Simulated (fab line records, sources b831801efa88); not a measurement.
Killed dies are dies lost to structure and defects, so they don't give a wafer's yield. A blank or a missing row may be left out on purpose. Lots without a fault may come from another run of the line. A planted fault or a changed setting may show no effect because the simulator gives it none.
fab line records | flow sky130
record lots=13 wafers=39 last_day=50
route steps=708 shown METAL2@502
lots that met no fault: from a run of the same line without faults
start_h: hours from the record's first day to the start of the lot's first wafer shown | wait_h: hours since the lot's step before | " the same as in the row above | L1.1+2: a row that stands for several wafers | - no value, or no start given | * or withheld: withheld | < > ~ a bound
route shown NAME@n: a module of which the file shows steps, and the number in the route of the first | usual: mean/standard deviation of fault-free wafers | same: alike in all rows | chamber/n: place in a boat | sites: the reading at each site | _std_site: their standard deviation | _edge_site: outer sites' mean less inner sites' | radius_mm: how far each site lies from the wafer's centre | mask NAME#n: copy n | behind: the tool/chamber that last shaped the wafer | hold: why the lot was held/for how many hours/how that ended | device: the transistor (n, p or np) that didn't switch | end of line: the same wafers' tests at the end of the route | a step without rows: its recipe alone | killed: dies lost to structure and defects at the first sort, not the wafer's yield | map: a wafer's dies, x killed, . not, _ none there
set.NAME: the setting as run; set.NAME@STEP: as run at that earlier step | model.NAME: the simulator's own value behind a step, which no gauge read
steps of the route over a sample of lots; a table a step, a row a wafer
services: from which hour (start_h, from the record's first day; less than 0 if before it) a tool's chamber was out of use, for how many hours, and why
## steps
# step SKY_METAL2_METAL_ETCH_19
# recipe target_depth_a=3600 stop_on=SiO2 over_etch_frac=0.3 time_s=78 chemistry=Cl2/BCl3 resist_sidewall_deg=88 pressure_mtorr=10 icp_w=900 bias_w=48.5 Cl2_flow_sccm=60 bcl3_flow_sccm=30
# usual bias_w=48.51/0.16 drypump_motor_current_A=6.1/0.32 oes_product_au=0.852/0.0063 throttle_valve_pct=22.265/0.0081
# columns lot.wafer tool chamber start_h wait_h bias_w drypump_motor_current_A oes_product_au rf_hours_counter_h throttle_valve_pct
L827.1 rie_metal-03 1 826.04 0.0 48.23 5.5 0.846 12 22.264
L827.4 " 1 " " 48.19 5.6 0.846 - 22.265
L827.5 " 1 " " 48.12 5.6 0.848 - 22.271
L828.1 rie_metal-02 1 836.46 0.0 48.49 6.6 0.857 2 22.262
L828.2 " 0 " " 48.50 5.8 0.856 9 22.265
L828.5 " 1 " " 48.46 6.6 0.863 - 22.276
L831.2 rie_metal-03 0 861.39 0.0 48.55 6.3 0.846 13 22.272
L831.3 " 0 " " 48.26 6.3 0.849 - 22.259
L831.5 " 1 " " 48.56 5.5 0.847 - 22.266
L832.1 rie_metal-01 0 862.13 0.0 48.45 6.2 0.858 9 22.270
L832.2 " 1 " " 48.56 6.0 0.866 4 22.255
L832.4 " 1 " " 48.50 6.0 0.854 - 22.285
L834.2 rie_metal-01 0 883.80 0.0 48.45 6.2 0.853 10 22.266
L834.3 " 1 " " 58.23 6.0 0.843 - 22.250
L834.6 " 0 " " 48.58 6.2 0.849 - 22.267
L835.2 rie_metal-01 0 892.23 0.0 48.48 6.2 0.845 10 22.271
L835.3 " 1 " " 58.59 6.0 0.858 - 22.253
L835.6 " 1 " " 58.57 6.0 0.841 - 22.243
L844.2 rie_metal-03 0 958.99 0.0 48.52 6.3 0.857 0 22.255
L844.4 " 1 " " 48.42 5.5 0.853 - 22.272
L844.6 " 0 " " 48.43 6.3 0.851 - 22.263
L843.2 rie_metal-02 0 962.90 0.0 48.52 5.8 0.864 15 22.272
L843.3 " 1 " " 48.62 6.6 0.860 - 22.260
L843.6 " 0 " " 48.41 5.8 0.857 - 22.261
L845.1 rie_metal-02 0 969.94 0.0 48.46 5.8 0.844 16 22.265
L845.5 " 1 " " 48.45 6.6 0.850 - 22.268
L845.6 " 0 " " 48.74 5.8 0.844 - 22.287
L846.1 rie_metal-01 0 973.14 0.0 48.42 6.2 0.849 14 22.276
L846.2 " 1 " " 48.55 6.0 0.844 10 22.261
L846.5 " 1 " " 48.34 6.0 0.857 - 22.257
L847.1 rie_metal-01 1 977.19 0.0 48.83 6.0 0.846 10 22.260
L847.2 " 0 " " 48.42 6.2 0.852 15 22.256
L847.4 " 1 " " 48.57 6.0 0.855 - 22.268
L848.1 rie_metal-02 1 981.05 0.0 48.46 6.6 0.851 9 22.273
L848.3 " 1 " " 48.34 6.6 0.853 - 22.261
L848.4 " 0 " " 48.74 5.8 0.846 - 22.252
L849.2 rie_metal-02 1 986.98 0.0 48.50 6.6 0.853 10 22.277
L849.5 " 0 " " 48.39 5.8 0.850 - 22.265
L849.6 " 1 " " 48.32 6.6 0.862 - 22.264
# step SKY_METAL2_STRIP_20
# recipe chemistry=O2/N2 power_w=1400 pressure_mtorr=1500 platen_temp_c=withheld o2_flow_sccm=3000 n2_flow_sccm=300 overash_fraction=0.5
# usual drypump_motor_current_A=5.7/0.45 oes_product_au=0.343/0.0044 strip_time_to_endpoint_s=2.710/0.027
# columns lot.wafer tool chamber start_h wait_h drypump_motor_current_A oes_product_au rf_hours_counter_h strip_time_to_endpoint_s
L827.1 plasma_asher-01 0 826.13 0.1 5.1 0.343 102 2.711
L827.4 " 1 " " 5.7 0.346 - 2.697
L827.5 " 1 " " 5.7 0.342 - 2.707
L828.1 plasma_asher-02 0 836.55 0.1 5.3 0.336 41 2.725
L828.2 " 1 " " 6.1 0.340 41 2.707
L828.5 " 1 " " 6.1 0.341 - 2.714
L831.2 plasma_asher-03 1 861.48 0.1 5.8 0.345 12 2.726
L831.3 " 0 " " 6.5 0.346 - 2.762
L831.5 " 1 " " 5.8 0.343 - 2.719
L832.1 plasma_asher-01 0 862.22 0.1 5.1 0.349 106 2.725
L832.2 " 1 " " 5.7 0.343 106 2.672
L832.4 " 0 " " 5.1 0.340 - 2.708
L834.2 plasma_asher-02 0 883.89 0.1 5.3 0.337 46 2.685
L834.3 " 0 " " 5.3 0.336 - 2.463
L834.6 " 1 " " 6.0 0.341 - 2.670
L835.2 plasma_asher-03 1 892.32 0.1 5.8 0.347 16 2.668
L835.3 " 1 " " 5.8 0.331 - 2.479
L835.6 " 0 " " 6.5 0.329 - 2.440
L844.2 plasma_asher-03 0 959.08 0.1 6.5 0.343 21 2.720
L844.4 " 0 " " 6.5 0.340 - 2.679
L844.6 " 1 " " 5.8 0.350 - 2.721
L843.2 plasma_asher-01 1 962.99 0.1 5.7 0.342 117 2.748
L843.3 " 1 " " 5.7 0.349 - 2.711
L843.6 " 1 " " 5.7 0.339 - 2.723
L845.1 plasma_asher-03 1 970.03 0.1 5.8 0.333 22 2.713
L845.5 " 0 " " 6.5 0.343 - 2.707
L845.6 " 1 " " 5.8 0.335 - 2.736
L846.1 plasma_asher-02 0 973.23 0.1 5.3 0.346 55 2.701
L846.2 " 1 " " 6.1 0.347 55 2.728
L846.5 " 1 " " 6.1 0.341 - 2.728
L847.1 plasma_asher-02 1 977.28 0.1 6.1 0.337 56 2.727
L847.2 " 0 " " 5.3 0.350 56 2.712
L847.4 " 1 " " 6.1 0.348 - 2.688
L848.1 plasma_asher-03 0 981.14 0.1 6.5 0.348 24 2.717
L848.3 " 1 " " 5.8 0.348 - 2.709
L848.4 " 0 " " 6.5 0.344 - 2.730
L849.2 plasma_asher-01 0 987.07 0.1 5.1 0.339 119 2.734
L849.5 " 1 " " 5.7 0.347 - 2.748
L849.6 " 0 " " 5.1 0.346 - 2.737
## services
# columns tool chamber start_h hours kind
plasma_asher-03 - 810.13 3.1 repair
rie_metal-01 - 810.29 0.5 repair
plasma_asher-01 - 913.98 0.5 repair
rie_metal-03 1 919.12 - clean
rie_metal-03 1 919.12 22.6 scheduled_down
rie_metal-03 1 919.12 22.6 vent_cycle
plasma_asher-03 - 926.97 3.4 repair
rie_metal-03 0 941.71 - clean
rie_metal-03 0 941.71 16.1 scheduled_down
rie_metal-03 0 941.71 16.1 vent_cycle
rie_metal-01 - 944.44 1.2 repair
plasma_asher-03 - 949.10 9.8 pm
## key
first_sign step=SKY_METAL2_METAL_ETCH_19 reading=bias_w direction=up sigmas=62 usual=48.51 struck=58.46
effect step=SKY_METAL2_STRIP_20 reading=strip_time_to_endpoint_s direction=down sigmas=9.4 usual=* struck=*
met_at SKY_METAL2_METAL_ETCH_19
struck_lots L834,L835
struck_wafers L834.3,L835.3,L835.6
onset_between 862.13 883.80
fault kind=process_parameter_drift tool=rie_metal-01 chamber=1 onset_h=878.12 steps=SKY_METAL2_METAL_ETCH_19 channel=bias_w offset=9.8149 shape=step end_h=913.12 acts_in=these_recipes_only stated=48.5
